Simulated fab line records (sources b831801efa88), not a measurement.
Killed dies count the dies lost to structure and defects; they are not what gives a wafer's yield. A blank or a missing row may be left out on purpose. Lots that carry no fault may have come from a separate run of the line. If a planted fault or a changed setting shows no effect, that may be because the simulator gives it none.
A struck lot beside a sound one -- flow sky130 -- 15 steps out of a route of 708
Sound: these wafers, L364.1, L364.2, L364.6. Wafers struck: L370.1, L370.3, L370.4. Last of all comes the cause.
Per side, at each step with rows, come the tool, then ch with its chambers, and then its first start. Under that, the readings that differ: sound wafers -- struck wafers -- difference of the means -- sigmas: that difference in standard deviations of wafers without a fault.
alike: same words and numbers on both sides, and readings whose means sit less than 2 such deviations apart. not compared: any withheld reading, any reading some wafer has no value for, any bound like >300 that may hide the same value, and any number with overlapping values for which the record gives no deviation.
Wherever a step has rows on one side only, a row that says differs or no value, or a row with sigmas, the two part there. Numbers that don't overlap but have no deviation are shown without sigmas and don't part them. A reading that every wafer of one side lacks parts them only if that side has two wafers or more.

first, 8 steps without rows for these wafers: SKY_VIA1_DEHYDRATE_04 (time 60 s); SKY_VIA1_HMDS_05 (prime time 60 s); SKY_VIA1_COAT_06 (resist thk 60 nm); SKY_VIA1_COAT_07 (resist thk 450 nm); SKY_VIA1_SOFTBAKE_08 (time 90 s); SKY_VIA1_EXPOSE_09 (exposes mask VIM, target cd 150 nm); SKY_VIA1_PEB_10; SKY_VIA1_DEVELOP_11 (develop time 60 s).
SKY_VIA1_CD_MEAS_12 targets a cd of 150 nm.
  sound: cdSem-01 at day 34 17:08; struck: cdSem-01 at day 35 21:11
  alike: cdNm
SKY_VIA1_OVL_MEAS_13:
  sound: overlay-02 at day 34 17:16; struck: overlay-02 at day 35 21:19
  alike: VIA1_OVL
SKY_VIA1_ETCH_14: etches BARC in N2/H2, stops on SiO2, time 45.9 s, target depth 60 nm.
  sound on rieDiel-04 ch 0,1, day 34 17:18; struck on rieDiel-01 ch 0,1,3, day 35 21:21
  alike: biasW, drypumpMotorCurrentA, oesProductAu, throttleValvePct
  not compared: rfHoursCounterH
SKY_VIA1_ETCH_15: etches SiO2 in C4F8/O2/Ar, stops on TiN, target depth 351 nm, time 54 s.
  sound on rieDiel-04 ch 0,1, day 34 17:20; struck on rieDiel-01 ch 0,1,3, day 35 21:23
  alike: biasW, oesProductAu
SKY_VIA1_STRIP_16: strips in O2/N2.
  sound on plasmaAsher-01 ch 0,1, day 34 17:23; struck on plasmaAsher-01 ch 0,1, day 35 21:26
  no value came back on the struck wafers for any of 5 readings (chamberPressureMTorr (mTorr), drypumpMotorCurrentA (A) and others); on the sound wafers chamberPressureMTorr (mTorr) reads 1497.8 1499.9 1501.3
reading,sound,struck,difference,sigmas
model.KrF-thick_of_VIA1_COAT_07.thkNm (nm),0 0 0,321 322.2 324.4,+323,
  not compared: rfHoursCounterH
then, 1 step without rows for these wafers: SKY_VIA1_STRIP_17 (strips in post etch residue remover, time 1200 s).
-- the record jumps here: 11 days lie between the struck wafers' starts before and after (it left off in module VIA1 and takes up again in module PAD_OPEN, whose first step shown is number 708 of the route) --
SKY_PAD_OPEN_PROBE_99:
  sound: prober-01 at day 46 04:48; struck: prober-02 at day 47 04:04
reading,sound,struck,difference,sigmas
defectLimitedYield (%),81.9 84.8 83.5,0 0 0,-83,-46
killed_at_M0_to_M3,42 39 46,451 460 443,+409,+63
killedDies,89 75 81,492 492 492,+410,+46
killedOnRim,16 16 13,96 96 96,+81,+22
sort_bin_5_function (%),10.6 10.0 11.0,93.5 91.1 92.5,+81.8,+58
sortNPass,403 417 411,0 0 0,-410,-46
sortYieldPct (%),81.9 84.8 83.5,0 0 0,-83,-46
  alike: killed_at_M4_up, killedAtContacts, killedAtFrontEnd, killedAtOther, killedOpen, killedShort, sort_bin_3_pad_short, sort_bin_6_memory

== WHERE THEY PART ==
Earliest at SKY_VIA1_STRIP_16; latest, in this record, at SKY_PAD_OPEN_PROBE_99.

WHY: what the simulator had put in
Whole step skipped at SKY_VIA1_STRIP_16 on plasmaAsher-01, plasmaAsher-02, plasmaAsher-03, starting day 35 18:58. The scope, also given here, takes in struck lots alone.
